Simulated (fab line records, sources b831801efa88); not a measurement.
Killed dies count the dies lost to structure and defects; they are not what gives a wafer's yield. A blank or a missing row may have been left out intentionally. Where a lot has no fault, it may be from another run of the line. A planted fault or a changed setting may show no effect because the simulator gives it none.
Struck lot and sound lot, side by side :: flow sky130 :: 15 steps out of a route of 708
Sound: these wafers, L250.1, L250.5, L250.6. Struck: wafer L255.2 (left out: L255.4, L255.5 of the same lot, which were not struck); the cause appears at the end.
Each step with rows lists, per side, the tool, then ch with its chambers, then its first start. Under that, the readings that differ: sound wafers :: struck wafers :: difference of the means :: sigmas: that difference in standard deviations of wafers without a fault.
alike: readings with means less than 2 such deviations apart, plus words and numbers identical on both sides. not compared: withheld readings, readings lacking a value on some wafer, bounds such as >300 that could conceal the same value, and numbers that have no deviation in the record and whose values overlap.
Wherever a step has rows on one side only, a row that says differs or no value, or a row with sigmas, the two part there. Numbers that don't overlap but have no deviation are shown without sigmas and don't part them. A reading that every wafer of one side lacks parts them only if that side has two wafers or more.

first, 4 steps without rows for these wafers: SKY_VIA3_STRIP_17 (strips in post etch residue remover, time 1200 s); SKY_VIA3_CLEAN_18 (cleans in IPA, time 180 s); SKY_VIA3_CLEAN_19 (cleans in O3/DIW); SKY_VIA3_SPUTTER_20 (material TiN, target thk 20 nm, time 80 s).
SKY_VIA3_CVD_21: deposits W, target thk 390 nm, time 117.31 s.
  sound on cvdW-02 ch 0,1, day 39 12:50; struck on cvdW-01 ch 0, day 41 00:41
  alike: heaterPowerW
SKY_VIA3_RS_MEAS_22: measurement is done with a four-point probe.
  sound on filmMetro-01 at day 39 12:58; struck on filmMetro-03 at day 41 00:50
  alike: VIA3_W_RS
SKY_VIA3_THK_MEAS_23: measures by xrf.
  sound on filmMetro-01 at day 39 13:05; struck on filmMetro-03 at day 41 00:56
  alike: VIA3_W_THK
SKY_VIA3_CMP_24: polishes, stops on SiO2, t overpolish 20 s, target thk 0 nm.
  sound on cmp-01 ch 0,1,3, day 39 13:14; struck on cmp-02 ch 2, day 41 00:59
  alike: motorCurrentA, overpolishRunS, timeToEndpointS
SKY_METAL4_SPUTTER_00: material Ti, target thk 15 nm, time 10 s.
  sound on pvdSputter-04 at day 39 13:26; struck on pvdSputter-02 at day 41 01:17
  alike: throttleValvePct
then, 2 steps without rows for these wafers: SKY_METAL4_SPUTTER_01 (material TiN, target thk 20 nm, time 16.7 s); SKY_METAL4_SPUTTER_02 (material AlCu, target thk 735 nm, time 39.1 s).
SKY_METAL4_SPUTTER_03: material Ti, target thk 5 nm, time 3.3 s.
  sound on pvdSputter-04 at day 39 13:32; struck on pvdSputter-02 at day 41 01:23
  alike: throttleValvePct
SKY_METAL4_SPUTTER_04: material TiN, target thk 70 nm, time 58.3 s.
  sound on pvdSputter-04 at day 39 13:33; struck on pvdSputter-02 at day 41 01:23
reading: model.TiN_of_METAL4_SPUTTER_04.thkNm (nm)
sound: 70.48 70.72 71.24
struck: 73.87
difference: +3.06
sigmas: 
  alike: throttleValvePct
SKY_CAP2M_CVD_00: deposits SiO2, target thk 15.5 nm.
  sound on pecvd-04 ch 0,2, day 39 13:35; struck on pecvd-04 ch 2, day 41 01:26
  alike: heaterPowerW
-- the record jumps here: 6 days lie between the struck wafers' starts before and after (it left off in module CAP2M and takes up again in module PAD_OPEN, whose first step shown is number 708 of the route) --
SKY_PAD_OPEN_PROBE_99:
  rows exist in the record for the struck wafers here (prober-01, day 47 01:16), but not for the sound ones

== WHERE THEY PART ==
Only at SKY_PAD_OPEN_PROBE_99, within this record.

WHY: the cause the simulator had injected
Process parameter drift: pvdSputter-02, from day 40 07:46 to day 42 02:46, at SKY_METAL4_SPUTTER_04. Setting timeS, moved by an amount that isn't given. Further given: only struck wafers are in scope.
